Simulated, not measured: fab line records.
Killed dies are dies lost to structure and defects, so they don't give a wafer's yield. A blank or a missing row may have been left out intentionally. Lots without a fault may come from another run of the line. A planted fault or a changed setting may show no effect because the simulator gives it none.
Struck lot and sound lot, side by side	flow gf180mcu	22 steps out of a route of 602
Sound: wafers L301.2, L301.4, L301.5. Wafers struck: L291.1, L291.5, L291.6. The cause comes at the end.
For every step that has rows: the tool of each side, followed by ch and its chambers, followed by its first start. Under that, the readings that differ: sound wafers	struck wafers	difference of the means	sigmas: that difference in standard deviations of wafers without a fault.
alike: same words and numbers on both sides, and readings whose means sit less than 2 such deviations apart. not compared: any withheld reading, any reading some wafer has no value for, any bound like >300 that may hide the same value, and any number with overlapping values for which the record gives no deviation.
A row with sigmas, a row that says differs or no value, or rows on one side alone: a step with any of these is where the two part. When numbers do not overlap yet have no deviation, they are printed without sigmas and do not part them. A reading that every wafer of one side lacks parts them only if that side has two wafers or more.

first, 6 steps without rows for these wafers: GF_VT_IMPLANT_HMDS_12 (prime time 60 s); GF_VT_IMPLANT_COAT_13 (resist thk 1000 nm); GF_VT_IMPLANT_SOFTBAKE_14 (time 60 s); GF_VT_IMPLANT_EXPOSE_15 (exposes mask Nwell LV AREA, target cd 860 nm); GF_VT_IMPLANT_PEB_16; GF_VT_IMPLANT_DEVELOP_17 (develop time 60 s).
GF_VT_IMPLANT_OVL_MEAS_18:
  sound on overlay-01, day 10 17:17; struck on overlay-02, day 8 05:22
  alike: VT_IMPLANT_01_OVL
next, for these wafers, 1 step has no rows: GF_VT_IMPLANT_IMPLANT_19.
GF_VT_IMPLANT_STRIP_20: strips in O2/N2.
  sound on plasmaAsher-03 ch 0,1, day 10 17:28; struck on plasmaAsher-02 ch 0,1, day 8 05:32
reading	sound	struck	difference	sigmas
heaterPowerW (W)	266 271 286	366 351 327	+74	+2
  alike: drypumpMotorCurrentA, oesProductAu, stripTimeToEndpointS
  not compared: rfHoursCounterH
GF_VT_IMPLANT_TW_MEAS_21:
  sound on filmMetro-03, day 10 17:34; struck on filmMetro-03, day 8 05:38
  alike: VT_IMPLANT_2_TW
then, 2 steps without rows for these wafers: GF_VT_IMPLANT_DEHYDRATE_22 (time 60 s); GF_VT_IMPLANT_HMDS_23 (prime time 60 s).
GF_VT_IMPLANT_COAT_24: resist thk 1000 nm.
  sound on lithoTrack-03 ch 0, day 11 02:35; struck on lithoTrack-03 ch 0, day 8 12:55
reading	sound	struck	difference	sigmas
model.NOVOLAK_of_VT_IMPLANT_COAT_24.thkNm (nm)	995.6 995 995.2	1010 1008 1012	+15	
  alike: exhaustPa
then, 3 steps without rows for these wafers: GF_VT_IMPLANT_SOFTBAKE_25 (time 60 s); GF_VT_IMPLANT_EXPOSE_26 (exposes mask LVPWELL HV AREA, target cd 860 nm); GF_VT_IMPLANT_PEB_27.
GF_VT_IMPLANT_DEVELOP_28: develop time 60 s.
  sound on lithoTrack-01 ch 0, day 11 11:45; struck on lithoTrack-04 ch 0, day 8 21:07
reading	sound	struck	difference	sigmas
model.NOVOLAK_of_VT_IMPLANT_COAT_24.thkNm (nm)	995.2 994.6 994.8	1010 1007 1012	+15	
  alike: exhaustPa
GF_VT_IMPLANT_OVL_MEAS_29:
  sound on overlay-01, day 11 11:53; struck on overlay-01, day 8 21:16
  alike: VT_IMPLANT_02_OVL
next, for these wafers, 1 step has no rows: GF_VT_IMPLANT_IMPLANT_30.
GF_VT_IMPLANT_STRIP_31: strips in O2/N2.
  sound on plasmaAsher-04 ch 0,1, day 11 12:04; struck on plasmaAsher-04 ch 0,1, day 8 21:26
reading	sound	struck	difference	sigmas
stripTimeToEndpointS (s)	12.57 12.57 12.55	12.75 12.71 12.77	+0.18	+4
  alike: drypumpMotorCurrentA, heaterPowerW, oesProductAu
  not compared: rfHoursCounterH
GF_VT_IMPLANT_TW_MEAS_32:
  sound on filmMetro-03, day 11 12:10; struck on filmMetro-03, day 8 21:32
  alike: VT_IMPLANT_3_TW
next, for these wafers, 1 step has no rows: GF_PASSIVATION_PROBE_99.

## WHERE THEY PART
Earliest at GF_VT_IMPLANT_STRIP_20; latest, in this record, at GF_VT_IMPLANT_STRIP_31. Later steps at which nothing parts them and some readings are alike: GF_VT_IMPLANT_TW_MEAS_32.

WHY: what had been put in by the simulator
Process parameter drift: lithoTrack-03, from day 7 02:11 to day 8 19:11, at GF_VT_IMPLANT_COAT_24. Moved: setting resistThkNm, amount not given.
